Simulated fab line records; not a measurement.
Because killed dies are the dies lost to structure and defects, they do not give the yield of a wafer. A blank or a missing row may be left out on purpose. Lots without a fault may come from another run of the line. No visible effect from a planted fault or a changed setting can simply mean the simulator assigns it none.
Matching of chambers    flow sky130    4 sister chambers for SKY_PAD_OPEN_ETCH_07 on rie diel-03
The step etches the open film in CF4/O2, stops on AlCu, target depth 725 nm, time 161.1 s. 4 wafers are shown with their chamber, then 7 later ones without.

== WAFERS PAIRED WITH THEIR CHAMBERS ==
wafer   chamber  oes product au (a.u.)
L836.1  2        0.971
L853.5  0        0.965
L854.3  3        0.976
L854.5  1        0.978

== WAFERS MISSING THEIR CHAMBER ==
wafer   oes product au (a.u.)
L854.6  0.977
L855.3  0.965
L855.4  0.978
L855.6  0.975
L857.2  0.967
L857.4  0.975
L857.5  0.966

== WHICH CHAMBER EACH ONE RAN IN ==
wafer    from the rows above       in truth
L854.6   can't be placed: 1 or 3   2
L855.3   0                         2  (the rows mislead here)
L855.4   can't be placed: 1 or 3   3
L855.6   can't be placed: 3 or 1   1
L857.2   can't be placed: 0 or 2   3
L857.4   can't be placed: 3 or 1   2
L857.5   0                         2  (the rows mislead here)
Correct placement for 0 of the 7. From these rows, 5 cannot be placed; in 2 the true chamber is one of the candidates. Wrongly placed: 2.
How it was worked out, from the rows above alone: a wafer's distance from a chamber is the root of the sum, over the readings, of the square of ((its reading less the chamber's mean) divided by the reading's scatter). If the next closest chamber is less than 2 further off than the closest, the wafer can't be placed; otherwise it belongs to the closest. Each chamber's mean is taken over the wafers shown for it. The scatter (one wafer shown for each chamber): square how far every hidden wafer sits from the nearest shown wafer, average those squares and take the square root.
